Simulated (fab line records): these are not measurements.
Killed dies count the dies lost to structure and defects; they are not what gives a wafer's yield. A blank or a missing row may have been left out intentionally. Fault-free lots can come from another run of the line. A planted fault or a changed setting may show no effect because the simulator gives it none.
The tool behind it: which one? ; flow sky130 ; 11 lots, 33 wafers sampled, at 4 steps of a route of 708

WHAT EACH GAUGE READ, for each wafer
SKY_SONOS_ONO_THK_MEAS_03. Usual: SONOS_ONO_CVD_02_THK 10.44 nm, standard deviation 0.12.
lot;measured;on;SONOS_ONO_CVD_02_THK (nm);flag
L703;day 11 11:24;film_metro-02;10.39 10.46 10.37;
L704;day 11 19:50;film_metro-03;10.42 10.52 10.42;
L705;day 12 14:14;film_metro-04;10.41 10.24 10.35;
L706;day 12 19:55;film_metro-02;10.51 10.55 10.37;
L708;day 13 07:12;film_metro-02;10.53 10.46 10.42;
L716;day 15 23:04;film_metro-03;10.46 10.65 10.55;
L717;day 16 08:23;film_metro-03;10.49 10.41 10.62;
L719;day 17 07:56;film_metro-04;10.58 10.49 10.60;
L720;day 17 07:58;film_metro-02;10.36 10.48 10.36;
L721;day 17 15:47;film_metro-04;10.41 10.47 10.31;
L726;day 19 05:14;film_metro-02;10.22 10.19 10.31;

SKY_LDD_P_OVL_MEAS_08. Usual: LDD_P_OVL 0.0 nm, standard deviation 1.2.
lot;measured;on;LDD_P_OVL (nm);flag
L703;day 18 18:44;overlay-02;-1.9 0.8 -0.7;
L704;day 19 14:29;overlay-02;-1.2 -0.6 0.9;
L705;day 20 05:26;overlay-02;-0.8 0.0 -0.5;
L706;day 20 10:59;overlay-02;-0.8 -0.6 0.4;
L708;day 21 01:11;overlay-02;-0.2 0.5 -0.1;
L716;day 23 23:11;overlay-01;5.5 4.3 3.8 6.9 4.8 4.4;OFF
L717;day 24 12:45;overlay-02;0.6 -1.3 1.0;
L719;day 25 12:06;overlay-01;-2.2 -1.8 -2.5;
L720;day 25 09:52;overlay-01;1.5 0.5 0.7;
L721;day 25 18:59;overlay-01;-0.5 2.1 -0.6;
L726;day 27 09:08;overlay-01;-2.0 0.6 -1.1;

WHAT TOOL EACH LOT RAN ON (gives the tool, then ch and the chambers of the sampled wafers, and finally the start)
lot;SKY_GATE_OXIDE_STRIP_13;SKY_LDD_P_EXPOSE_04
L703;plasma_asher-03 ch 0,1, day 13 17:10;iline_stepper-01 ch 0, day 18 04:16
L704;plasma_asher-01 ch 0,1, day 14 02:55;iline_stepper-01 ch 0, day 18 22:46
L705;plasma_asher-02 ch 0,1, day 14 20:57;iline_stepper-02 ch 0, day 19 14:04
L706;plasma_asher-02 ch 0,1, day 15 02:04;iline_stepper-02 ch 0, day 19 19:38
L708;plasma_asher-03 ch 0, day 15 15:41;iline_stepper-02 ch 0, day 20 10:39
L716;plasma_asher-01 ch 0,1, day 18 12:13;iline_stepper-01 ch 0, day 23 08:13
L717;plasma_asher-03 ch 0,1, day 18 23:03;iline_stepper-02 ch 0, day 23 21:24
L719;plasma_asher-01 ch 0,1, day 20 01:16;iline_stepper-02 ch 0, day 24 20:59
L720;plasma_asher-03 ch 0,1, day 19 23:44;iline_stepper-02 ch 0, day 24 18:56
L721;plasma_asher-03 ch 0,1, day 20 08:13;iline_stepper-02 ch 0, day 25 04:08
L726;plasma_asher-02 ch 0,1, day 21 23:45;iline_stepper-02 ch 0, day 26 18:57
- SKY_GATE_OXIDE_STRIP_13: strips in O2/N2.
- SKY_LDD_P_EXPOSE_04: exposes mask PSDM, target cd 380 nm.

WHAT THE TOOLS THEMSELVES READ (means of the sampled wafers that have a number; where no wafer has one, the mark that the record gives instead)
SKY_GATE_OXIDE_STRIP_13. Usual: drypump_motor_current_A 5.51 A, standard deviation 0.23; n2_flow_sccm 299.9 sccm, standard deviation 0.94; oes_product_au 0.715 a.u., standard deviation 0.0048; strip_time_to_endpoint_s 14.30 s, standard deviation 0.033.
lot;tool;drypump_motor_current_A (A);n2_flow_sccm (sccm);oes_product_au (a.u.);strip_time_to_endpoint_s (s);flag
L703;plasma_asher-03;5.43;299.4;0.716;14.31;
L704;plasma_asher-01;5.54;299.9;0.716;14.28;
L705;plasma_asher-02;5.56;300.3;0.712;14.33;
L706;plasma_asher-02;5.60;300.4;0.713;14.28;
L708;plasma_asher-03;5.27;299.7;0.718;14.34;
L716;plasma_asher-01;5.49;299.1;0.718;14.32;
L717;plasma_asher-03;5.60;299.9;0.713;14.28;
L719;plasma_asher-01;5.53;300.7;0.716;14.36;
L720;plasma_asher-03;5.60;300.3;0.721;14.30;
L721;plasma_asher-03;5.59;300.0;0.712;14.27;
L726;plasma_asher-02;5.42;298.7;0.709;14.29;

SKY_LDD_P_EXPOSE_04. Usual: reticle_temp_C 23.00 C, standard deviation 0.096.
lot;tool;reticle_temp_C (C);flag
L703;iline_stepper-01;22.96;
L704;iline_stepper-01;23.14;
L705;iline_stepper-02;22.95;
L706;iline_stepper-02;23.15;
L708;iline_stepper-02;22.92;
L716;iline_stepper-01;23.04;
L717;iline_stepper-02;22.93;
L719;iline_stepper-02;22.96;
L720;iline_stepper-02;23.03;
L721;iline_stepper-02;22.99;
L726;iline_stepper-02;23.15;

THE ANSWER, worked out from the rows above alone
Rule: a lot counts as off when the mean over its wafers that have a number is more than 3 standard deviations away from the usual mean. Also off: a lot with no number at a reading for which 4 or more lots have one. The other lots that the step has rows for count as sound. Order of review: gauges by route order, followed by the tools' own readings, for which a lot's mean as printed above is used. The first step at which some lot is off is used, and at that step the reading that is off furthest; a lot without a number counts as furthest.
Off: at SKY_LDD_P_OVL_MEAS_08 (LDD_P_OVL), L716.
If a tool, at a process step before that reading, ran all the lots that are off and no sound lot after the first of them, it fits. Gauges at SKY_LDD_P_OVL_MEAS_08: tried the same way as those tools. One candidate fits, namely iline_stepper-01 at SKY_LDD_P_EXPOSE_04. A fault onset in the window from L704 (day 18 22:46, its last sound lot) to L716 (day 23 08:13, its first lot off) fits.

WHAT WAS PUT IN BY THE SIMULATOR
Scanner matching overlay: iline_stepper-01, from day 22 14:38 on, at SKY_LDD_P_EXPOSE_04. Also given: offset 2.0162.
Struck lots among those shown: L716. The same result came from the rule above.
